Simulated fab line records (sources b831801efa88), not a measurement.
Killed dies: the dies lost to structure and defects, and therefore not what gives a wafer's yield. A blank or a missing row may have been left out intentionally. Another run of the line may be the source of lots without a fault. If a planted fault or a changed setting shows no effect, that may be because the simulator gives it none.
Struck lot and sound lot, side by side | flow sky130 | 27 steps out of a route of 708
Sound: the wafers L818.4, L818.5, L818.6. Struck: wafers L831.2, L831.4 (left out: L831.6, a lot-mate that was not struck); the cause follows at the end.
Each step with rows lists, per side, the tool, then ch with its chambers, then its first start. Under that, the readings that differ: sound wafers | struck wafers | difference of the means | sigmas: that difference in standard deviations of wafers without a fault.
alike: readings with means less than 2 such deviations apart, plus words and numbers identical on both sides. not compared: withheld readings, readings lacking a value on some wafer, bounds such as >300 that could conceal the same value, and numbers that have no deviation in the record and whose values overlap.
A row with sigmas, a row that says differs or no value, or rows on one side alone: a step with any of these is where the two part. When numbers do not overlap yet have no deviation, they are printed without sigmas and do not part them. A reading missing from all wafers of one side parts the sides only when that side holds two or more wafers.

first, 10 steps without rows for these wafers: SKY_LOCAL_INTERCONNECT_SOFTBAKE_07 (time 90 s); SKY_LOCAL_INTERCONNECT_EXPOSE_08 (exposes mask LI1M, target cd 170 nm); SKY_LOCAL_INTERCONNECT_PEB_09; SKY_LOCAL_INTERCONNECT_DEVELOP_10 (develop time 60 s); SKY_LOCAL_INTERCONNECT_ETCH_13 (etches BARC in N2/H2, stops on SiO2, time 45.9 s, target depth 60 nm); SKY_LOCAL_INTERCONNECT_METAL_ETCH_14 (etches TiN in Cl2/BCl3, stops on PSG, target depth 110 nm, time 31.4 s); SKY_LOCAL_INTERCONNECT_STRIP_15 (strips in O2/N2); SKY_LOCAL_INTERCONNECT_STRIP_16 (strips in post etch residue remover, time 1200 s); SKY_LOCAL_INTERCONNECT_CLEAN_17 (cleans in IPA, time 180 s); SKY_LOCAL_INTERCONNECT_CLEAN_18 (cleans in O3/DIW).
SKY_CONTACT_CVD_00: deposits Si3N4, target thk 75 nm.
  sound on pecvd-01 ch 0,1,2, day 32 21:20; struck on pecvd-01 ch 1, day 36 20:08
  reading                                   | sound                | struck      | difference                    | sigmas
  susceptor-temp-C (C)                      | 399.46 399.83 399.94 | - -         | no value on the struck wafers |
  model.Si3N4_of_CONTACT_CVD_00.thk-nm (nm) | 76.95 76 76.08       | 57.08 58.15 | -18.73                        |
  alike: heater-power-w
SKY_CONTACT_THK_MEAS_01:
  sound: film-metro-04 at day 32 21:23; struck: film-metro-02 at day 36 20:11
  reading                 | sound          | struck    | difference | sigmas
  CONTACT_CVD_00_THK (nm) | 77.0 76.0 76.1 | 57.1 58.1 | -18.8      | -19
then, 12 steps without rows for these wafers: SKY_CONTACT_HDPCVD_02 (deposits SiO2, target thk 565 nm, time 94.2 s); SKY_CONTACT_CMP_04 (polishes SiO2); SKY_CONTACT_DEHYDRATE_06 (time 60 s); SKY_CONTACT_HMDS_07 (prime time 60 s); SKY_CONTACT_COAT_08 (resist thk 60 nm); SKY_CONTACT_COAT_09 (resist thk 450 nm); SKY_CONTACT_SOFTBAKE_10 (time 90 s); SKY_CONTACT_EXPOSE_11 (exposes mask CTM1, target cd 170 nm); SKY_CONTACT_PEB_12; SKY_CONTACT_DEVELOP_13 (develop time 60 s); SKY_CONTACT_ETCH_16 (etches BARC in N2/H2, stops on SiO2, time 45.9 s, target depth 60 nm); SKY_CONTACT_ETCH_17 (etches SiO2 in C4F8/O2/Ar, stops on Si3N4, target depth 340 nm).
SKY_CONTACT_ETCH_18: etches Si3N4 in CHF3/O2, stops on TiN, time 39 s, target depth 75 nm.
  sound on rie-diel-03 ch 1,2; struck on rie-diel-02 ch 0,1
  reading                  | sound             | struck      | difference | sigmas
  oes-product-au (a.u.)    | 0.859 0.860 0.853 | 0.741 0.747 | -0.113     | -16
  model.etch.depth-nm (nm) | 76.95 76 76.08    | 57.08 58.15 | -18.73     |
  alike: O2_flow_sccm, drypump-motor-current-A, throttle-valve-pct
  not compared: rf-hours-counter-h
then, 1 step without rows for these wafers: SKY_CONTACT_STRIP_19 (strips in O2/N2).
-- the record jumps here: 14 days lie between the struck wafers' starts before and after (it left off in module CONTACT and takes up again in module PAD_OPEN, whose first step shown is number 708 of the route) --
SKY_PAD_OPEN_PROBE_99:
  sound: prober-01 at day 48 01:02; struck: prober-02 at day 50 20:01
  reading     | sound     | struck | difference | sigmas
  killed-dies | 104 92 98 | 76 83  | -18        | -2
  alike: killed_at_M0_to_M3, killed_at_M4_up, killed-at-contacts, killed-at-front-end, killed-at-other, killed-open, killed-short

== WHERE THEY PART ==
At SKY_CONTACT_CVD_00 first; at SKY_PAD_OPEN_PROBE_99 last (within this record only).

WHY: whatever the simulator had introduced
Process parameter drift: pecvd-01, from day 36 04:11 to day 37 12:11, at SKY_CONTACT_CVD_00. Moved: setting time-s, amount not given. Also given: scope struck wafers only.
